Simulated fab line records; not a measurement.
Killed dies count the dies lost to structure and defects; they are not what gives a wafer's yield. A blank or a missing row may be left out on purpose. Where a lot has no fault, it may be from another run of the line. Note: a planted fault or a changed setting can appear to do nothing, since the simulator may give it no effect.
A lot that was struck, set against a sound lot :: flow sky130 :: 15 steps out of a route of 708
Sound: wafers L971.1, L971.2, L971.4. The struck wafers were L988.1, L988.3, L988.4. The cause is given at the end.
For every step that has rows: the tool of each side, followed by ch and its chambers, followed by its first start. Under that, the readings that differ: sound wafers :: struck wafers :: difference of the means :: sigmas: that difference in standard deviations of wafers without a fault.
alike: same words and numbers on both sides, and readings whose means sit less than 2 such deviations apart. not compared: any withheld reading, any reading some wafer has no value for, any bound like >300 that may hide the same value, and any number with overlapping values for which the record gives no deviation.
The two part at a step that has a row with sigmas, a row that says differs or no value, or rows on one side only. When numbers do not overlap yet have no deviation, they are printed without sigmas and do not part them. A reading that every wafer of one side lacks parts them only if that side has two wafers or more.

SKY_LOCAL_INTERCONNECT_RS_MEAS_01: uses a four-point probe to measure.
  sound on film_metro-02, day 29 14:32; struck on film_metro-02, day 35 10:13
  alike: LOCAL_INTERCONNECT_TIN_RS
SKY_LOCAL_INTERCONNECT_THK_MEAS_02: measures by xrf.
  sound on film_metro-02, day 29 14:39; struck on film_metro-02, day 35 10:20
  alike: LOCAL_INTERCONNECT_TIN_THK
then, 8 steps without rows for these wafers: SKY_LOCAL_INTERCONNECT_DEHYDRATE_03 (time 60 s); SKY_LOCAL_INTERCONNECT_HMDS_04 (prime time 60 s); SKY_LOCAL_INTERCONNECT_COAT_05 (resist thk 61.05 nm); SKY_LOCAL_INTERCONNECT_COAT_06 (resist thk 450 nm); SKY_LOCAL_INTERCONNECT_SOFTBAKE_07 (time 90 s); SKY_LOCAL_INTERCONNECT_EXPOSE_08 (exposes mask LI1M, target cd 170 nm); SKY_LOCAL_INTERCONNECT_PEB_09; SKY_LOCAL_INTERCONNECT_DEVELOP_10 (develop time 60 s).
SKY_LOCAL_INTERCONNECT_CD_MEAS_11: target cd 170 nm.
  sound on cd_sem-02, day 30 19:07; struck on cd_sem-01, day 36 12:55
  alike: cd_nm
SKY_LOCAL_INTERCONNECT_OVL_MEAS_12:
  sound on overlay-01, day 30 19:14; struck on overlay-01, day 36 13:02
  alike: LOCAL_INTERCONNECT_OVL
SKY_LOCAL_INTERCONNECT_ETCH_13: etches BARC in N2/H2, stops on SiO2, time 45.9 s, target depth 60 nm.
  sound on rie_metal-02 ch 0,1, day 30 19:17; struck on rie_metal-02 ch 0,1, day 36 13:04
reading: bias_w (W)
sound: 99.5 99.6 99.4
struck: 92.5 92.6 92.6
difference: -6.9
sigmas: -20
  alike: drypump_motor_current_A, oes_product_au, throttle_valve_pct
  not compared: rf_hours_counter_h
SKY_LOCAL_INTERCONNECT_METAL_ETCH_14: etches TiN in Cl2/BCl3, stops on PSG, target depth 110 nm, time 31.4 s.
  sound on rie_metal-02 ch 0,1, day 30 19:20; struck on rie_metal-02 ch 0,1, day 36 13:08
reading: bias_w (W)
sound: 48.34 48.13 48.29
struck: 48.45 48.67 48.56
difference: +0.31
sigmas: +2
  alike: drypump_motor_current_A, oes_product_au, throttle_valve_pct
  not compared: rf_hours_counter_h
-- record jumps: 14 days separate the struck wafers' starts on either side; left off in module LOCAL_INTERCONNECT, taken up again in module PAD_OPEN, whose first shown step is the route's number 708 --
SKY_PAD_OPEN_PROBE_99:
  sound on prober-01, day 46 04:29; struck on prober-01, day 50 02:43
  alike: killed_at_M0_to_M3, killed_at_M4_up, killed_at_contacts, killed_at_front_end, killed_at_other, killed_dies, killed_open, killed_short

== WHERE THEY PART ==
Last at SKY_LOCAL_INTERCONNECT_METAL_ETCH_14 as far as this record goes, first at SKY_LOCAL_INTERCONNECT_ETCH_13. Later steps at which nothing parts them and some readings are alike: SKY_PAD_OPEN_PROBE_99.

WHY: the cause the simulator had injected
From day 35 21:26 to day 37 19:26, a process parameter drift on rie_metal-02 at SKY_LOCAL_INTERCONNECT_ETCH_13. Setting bias_w shifted by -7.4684 from 100. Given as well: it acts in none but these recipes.
